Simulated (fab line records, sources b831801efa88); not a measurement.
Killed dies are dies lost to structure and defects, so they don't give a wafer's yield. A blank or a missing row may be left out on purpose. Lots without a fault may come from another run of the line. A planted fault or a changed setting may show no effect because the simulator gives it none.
fab line records | flow sfq_line
record lots=16 wafers=48 last_day=84
route steps=325 shown R5@220
lots that met no fault: from a run of the same line without faults
start_h: hours from the record's first day to the start of the lot's first wafer shown | wait_h: hours since the lot's step before | " the same as in the row above | L1.1+2: a row that stands for several wafers | - no value, or no start given | * or withheld: withheld | < > ~ a bound
route shown NAME@n: a module of which the file shows steps, and the number in the route of the first | usual: mean/standard deviation of fault-free wafers | same: alike in all rows | chamber/n: place in a boat | sites: the reading at each site | _std_site: their standard deviation | _edge_site: outer sites' mean less inner sites' | radius_mm: how far each site lies from the wafer's centre | mask NAME#n: copy n | behind: the tool/chamber that last shaped the wafer | hold: why the lot was held/for how many hours/how that ended | device: the transistor (n, p or np) that didn't switch | end of line: the same wafers' tests at the end of the route | a step without rows: its recipe alone | killed: dies lost to structure and defects at the first sort, not the wafer's yield | map: a wafer's dies, x killed, . not, _ none there
set.NAME: the setting as run; set.NAME@STEP: as run at that earlier step | model.NAME: the simulator's own value behind a step, which no gauge read
steps of the route over a sample of lots; a table a step, a row a wafer
services: from which hour (start_h, from the record's first day; less than 0 if before it) a tool's chamber was out of use, for how many hours, and why
## steps
# step SFQ_TRILAYER_R5_LITHO_EXPOSE_137
# recipe mask_id=R5 na=0.6 source_shape=conventional sigma_outer=0.65 target_cd_nm=500 dose_mj=14.4
# columns lot.wafer tool chamber start_h wait_h mask
L279.1+2+4 krf_scanner-01 0 1284.32 - R5#0
L280.1+2+5 krf_scanner-01 0 1296.32 - R5#0
L281.2+3+4 krf_scanner-01 0 1307.32 - R5#0
L282.4+5+6 krf_scanner-01 0 1317.32 - R5#0
L284.3+5+6 krf_scanner-01 0 1326.72 - R5#0
L287.3+5+6 krf_scanner-02 0 1380.29 - R5#0
L288.2+5+6 krf_scanner-02 0 1388.49 - R5#0
L289.4+5+6 krf_scanner-02 0 1396.09 - R5#0
L290.2+3+4 krf_scanner-02 0 1402.89 - R5#0
L291.1+2+6 krf_scanner-02 0 1417.09 - R5#0
L292.1+2+4 krf_scanner-02 0 1420.69 - R5#0
L293.3+4+6 krf_scanner-02 0 1424.69 - R5#0
L294.1+3+5 krf_scanner-02 0 1467.17 - R5#0
L299.2+4+5 krf_scanner-01 0 1520.29 - R5#0
L300.2+3+5 krf_scanner-01 0 1532.29 - R5#0
L301.1+4+5 krf_scanner-01 0 1533.29 - R5#0
# step SFQ_R5_OVL_MEAS_935
# usual R5_OVL=-2/5.5
# columns lot.wafer tool chamber start_h wait_h R5_OVL[nm]
L279.1 overlay-01 - 1285.82 0.1 -11
L279.2 " - " " -7
L279.4 " - " " -2
L280.1 overlay-02 - 1297.82 0.1 0
L280.2 " - " " 6
L280.5 " - " " 0
L281.2 overlay-01 - 1308.63 0.1 -2
L281.3 " - " " -1
L281.4 " - " " 0
L282.4 overlay-02 - 1318.24 0.1 5
L282.5 " - " " -2
L282.6 " - " " 6
L284.3 overlay-02 - 1327.84 0.1 -2
L284.5 " - " " -6
L284.6 " - " " 4
L287.3 overlay-02 - 1381.40 0.1 0
L287.5 " - " " -1
L287.6 " - " " 1
L288.2 overlay-02 - 1389.80 0.1 6
L288.5 " - " " 3
L288.6 " - " " 4
L289.4 overlay-02 - 1397.01 0.1 0
L289.5 " - " " -4
L289.6 " - " " -7
L290.2 overlay-01 - 1404.20 0.1 -1
L290.3 " - " " -9
L290.4 " - " " -2
L291.1 overlay-01 - 1418.59 0.1 55
L291.2 " - " " 56
L291.6 " - " " 53
L292.1 overlay-01 - 1422.19 0.1 41
L292.2 " - " " 50
L292.4 " - " " 48
L293.3 overlay-02 - 1425.80 0.1 39
L293.4 " - " " 49
L293.6 " - " " 47
L294.1 overlay-02 - 1468.67 0.1 44
L294.3 " - " " 45
L294.5 " - " " 45
L299.2 overlay-02 - 1521.60 0.1 -3
L299.4 " - " " -6
L299.5 " - " " -11
L300.2 overlay-01 - 1533.60 0.1 -8
L300.3 " - " " -10
L300.5 " - " " -10
L301.1 overlay-02 - 1534.79 0.1 -5
L301.4 " - " " 0
L301.5 " - " " -3
## services
# columns tool chamber start_h hours kind
krf_scanner-01 - 1260.57 4.0 pm
krf_scanner-01 - 1264.60 1.3 pm
krf_scanner-02 - 1265.95 0.8 pm
krf_scanner-01 - 1267.27 1.0 pm
krf_scanner-02 - 1274.60 4.4 pm
krf_scanner-02 - 1333.13 2.9 repair
krf_scanner-02 - 1346.57 1.0 pm
krf_scanner-02 - 1358.88 1.3 pm
krf_scanner-01 - 1370.17 0.6 repair
krf_scanner-01 - 1425.21 0.8 pm
krf_scanner-01 - 1426.19 0.2 repair
krf_scanner-02 - 1433.89 0.8 pm
krf_scanner-01 - 1435.34 1.0 pm
krf_scanner-01 - 1438.49 1.3 pm
krf_scanner-02 - 1516.37 1.0 pm
krf_scanner-02 - 1526.01 1.1 repair
## key
first_sign step=SFQ_R5_OVL_MEAS_935 reading=R5_OVL direction=up sigmas=9 usual=-2 struck=48
effect none on later readings
met_at SFQ_TRILAYER_R5_LITHO_EXPOSE_137
struck_lots L291,L292,L293,L294
onset_between 1402.89 1417.09
fault kind=scanner_matching_overlay tool=krf_scanner-02 chamber=- onset_h=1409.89 steps=SFQ_TRILAYER_R5_LITHO_EXPOSE_137 offset=44.631
